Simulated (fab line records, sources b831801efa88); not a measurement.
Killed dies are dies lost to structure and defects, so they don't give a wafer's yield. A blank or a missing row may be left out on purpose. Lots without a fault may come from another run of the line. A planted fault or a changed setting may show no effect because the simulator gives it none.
Chamber matching | flow sky130 | SKY_VIA1_CMP_02 on cmp-02: 4 sister chambers
The step polishes SiO2. 14 wafers are shown with their chamber, then 7 later ones without.

WAFERS WITH THEIR CHAMBER
wafer  | chamber | motor_current_A (A)
L320.3 | 3       | 15.0
L320.5 | 0       | 14.5
L320.6 | 1       | 13.7
L321.2 | 2       | 13.7
L321.3 | 1       | 14.2
L321.5 | 2       | 14.2
L322.2 | 2       | 14.2
L322.3 | 0       | 14.8
L322.4 | 1       | 14.0
L326.1 | 1       | 14.1
L326.2 | 3       | 14.3
L326.5 | 2       | 13.9
L334.2 | 2       | 14.4
L334.3 | 1       | 14.0

SIGNATURES (means of the wafers above)
reading         | chamber 0 | chamber 1 | chamber 2 | chamber 3 | scatter within a chamber
motor_current_A | 14.650    | 14.000    | 14.080    | 14.650    | 0.272
Rule: a wafer's distance from a chamber is the root of the sum, over the readings, of the square of ((its reading less the chamber's mean) divided by the reading's scatter). The wafer belongs to the nearest chamber; if the next one is less than 2 further off, it can't be placed. The scatter: the root of (the sum of the squares of (reading less its chamber's mean) over the shown wafers, divided by (wafers less chambers)).

WAFERS WITHOUT THEIR CHAMBER
wafer  | motor_current_A (A)
L334.4 | 14.6
L335.1 | 14.8
L335.4 | 14.1
L335.6 | 14.7
L336.2 | 13.9
L336.3 | 13.1
L336.5 | 13.3

WHICH CHAMBER EACH WENT THROUGH
wafer  | from the rows above               | in truth
L334.4 | can't be placed: 0 or 3 or 2      | 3
L335.1 | can't be placed: 0 or 3           | 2
L335.4 | can't be placed: 2 or 1 or 0 or 3 | 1
L335.6 | can't be placed: 0 or 3           | 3
L336.2 | can't be placed: 1 or 2           | 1
L336.3 | can't be placed: 1 or 2           | 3
L336.5 | can't be placed: 1 or 2           | 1
Placed correctly: 0 of 7. Can't be placed from these rows: 7 (the true chamber is among the candidates in 5). Placed wrongly: 0.
